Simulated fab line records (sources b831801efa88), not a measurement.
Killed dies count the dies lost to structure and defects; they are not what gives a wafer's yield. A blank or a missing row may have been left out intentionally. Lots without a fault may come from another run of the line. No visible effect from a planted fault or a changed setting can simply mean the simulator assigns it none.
Which tool is to blame? -- flow gf180mcu -- 14 lots, 42 wafers sampled, at 3 steps of a route of 602

## WHAT THE GAUGES SHOWED, per wafer
GF_VT_IMPLANT_RS_MEAS_47: the measuring method here is four-point-probe.
lot,measured,on,NWELL_RS (ohm/sq)
L166,day 7 21:21,filmMetro-02,489.6 486.6 488.0
L167,day 8 02:41,filmMetro-02,489.5 488.4 488.3
L168,day 8 09:05,filmMetro-01,487.9 486.5 486.9
L169,day 8 17:38,filmMetro-02,484.9 487.7 487.0
L170,day 9 00:37,filmMetro-02,486.5 485.3 485.7
L172,day 9 13:09,filmMetro-04,486.8 487.9 485.5
L173,day 9 20:32,filmMetro-02,486.7 486.6 486.1
L174,day 10 03:45,filmMetro-02,487.6 487.5 486.5
L175,day 10 11:30,filmMetro-01,488.5 488.8 487.4
L176,day 10 16:02,filmMetro-02,487.2 489.7 488.1
L177,day 11 01:07,filmMetro-02,487.2 487.1 488.3
L179,day 11 15:20,filmMetro-01,487.5 488.2 487.1
L181,day 12 02:07,filmMetro-01,487.7 487.6 487.7
L187,day 13 16:08,filmMetro-02,485.7 486.2 484.9

## WHAT TOOL EACH LOT RAN ON (gives the tool, then ch and the chambers of the sampled wafers, and finally the start)
lot,GF_NWELL_STRIP_10,GF_VT_IMPLANT_STRIP_09
L166,"plasmaAsher-01 ch 0,1, day 3 13:29","plasmaAsher-01 ch 0,1, day 5 22:07"
L167,"plasmaAsher-01 ch 0,1, day 3 17:40","plasmaAsher-03 ch 0,1, day 6 03:55"
L168,"plasmaAsher-01 ch 0,1, day 4 00:29","plasmaAsher-04 ch 0,1, day 6 09:47"
L169,"plasmaAsher-03 ch 1, day 4 06:17","plasmaAsher-01 ch 0,1, day 6 17:20"
L170,"plasmaAsher-03 ch 0,1, day 4 11:44","plasmaAsher-01 ch 0,1, day 6 23:14"
L172,"plasmaAsher-03 ch 0,1, day 4 22:34","plasmaAsher-03 ch 0,1, day 7 11:52"
L173,"plasmaAsher-01 ch 1, day 5 04:47","plasmaAsher-01 ch 0, day 7 17:58"
L174,"plasmaAsher-03 ch 0,1, day 5 10:41","plasmaAsher-01 ch 0,1, day 7 23:56"
L175,"plasmaAsher-01 ch 0,1, day 5 17:25","plasmaAsher-03 ch 0,1, day 8 07:08"
L176,"plasmaAsher-04 ch 0,1, day 5 20:40","plasmaAsher-04 ch 0,1, day 8 11:26"
L177,"plasmaAsher-01 ch 0,1, day 6 03:47","plasmaAsher-01 ch 0,1, day 8 20:29"
L179,"plasmaAsher-03 ch 0,1, day 6 13:41","plasmaAsher-03 ch 1, day 9 07:53"
L181,"plasmaAsher-03 ch 1, day 7 00:49","plasmaAsher-04 ch 0,1, day 9 18:25"
L187,"plasmaAsher-03 ch 0,1, day 8 06:20","plasmaAsher-01 ch 0,1, day 11 05:17"
- GF_NWELL_STRIP_10: strips in O2/N2.
- GF_VT_IMPLANT_STRIP_09: strips in O2/N2.

## WHAT THE TOOLS THEMSELVES READ (means of the sampled wafers that have a number; where no wafer has one, the mark that the record gives instead)
GF_NWELL_STRIP_10.
lot,tool,drypumpMotorCurrentA (A),heaterPowerW (W),oesProductAu (a.u.),stripTimeToEndpointS (s)
L166,plasmaAsher-01,5.6,348,0.725,37.02
L167,plasmaAsher-01,5.6,344,0.720,36.80
L168,plasmaAsher-01,5.5,349,0.718,36.93
L169,plasmaAsher-03,6.2,293,0.722,36.97
L170,plasmaAsher-03,6.0,291,0.725,36.81
L172,plasmaAsher-03,6.0,297,0.724,36.97
L173,plasmaAsher-01,5.7,361,0.723,37.03
L174,plasmaAsher-03,5.8,277,0.724,36.97
L175,plasmaAsher-01,5.6,349,0.723,36.96
L176,plasmaAsher-04,5.4,356,0.721,37.14
L177,plasmaAsher-01,5.4,332,0.723,37.06
L179,plasmaAsher-03,5.8,294,0.724,36.95
L181,plasmaAsher-03,6.2,306,0.723,36.99
L187,plasmaAsher-03,5.8,296,0.722,36.85

GF_VT_IMPLANT_STRIP_09.
lot,tool,drypumpMotorCurrentA (A),heaterPowerW (W),oesProductAu (a.u.),stripTimeToEndpointS (s)
L166,plasmaAsher-01,5.5,341,0.716,12.66
L167,plasmaAsher-03,6.0,303,0.717,12.61
L168,plasmaAsher-04,5.4,360,0.712,12.66
L169,plasmaAsher-01,5.4,325,0.718,12.61
L170,plasmaAsher-01,5.5,346,0.719,12.61
L172,plasmaAsher-03,5.8,296,0.716,12.65
L173,plasmaAsher-01,5.3,316,0.711,12.59
L174,plasmaAsher-01,5.4,328,0.715,12.61
L175,plasmaAsher-03,6.0,300,0.716,12.66
L176,plasmaAsher-04,5.7,393,0.712,12.64
L177,plasmaAsher-01,5.6,350,0.719,12.59
L179,plasmaAsher-03,6.2,304,0.717,12.62
L181,plasmaAsher-04,5.4,358,0.721,12.62
L187,plasmaAsher-01,5.4,332,0.715,12.67

## THE ANSWER, worked out from the rows above alone
Rule: usual is defined by the lots themselves. Put in order of their means at a reading, lots are off if they are a third of the lots or fewer, leave a main group of 4 or more, and stand apart from it by a gap of 3 or more times the standard deviation of the main group's means; of several such gaps the widest counts. If all means in a main group match to the digits the tables above print for the reading, that group is not used. Also off: a lot with no number at a reading for which 4 or more lots have one. The other lots that the step has rows for count as sound. First the gauges in route order, then the tools' own readings, where a lot's mean is used as printed above. The first step at which some lot is off is used, and at that step the reading that is off furthest; a lot without a number counts as furthest.
No lot is off on any of the readings shown, so nothing can be concluded from this.

## WHAT HAD BEEN PUT IN BY THE SIMULATOR
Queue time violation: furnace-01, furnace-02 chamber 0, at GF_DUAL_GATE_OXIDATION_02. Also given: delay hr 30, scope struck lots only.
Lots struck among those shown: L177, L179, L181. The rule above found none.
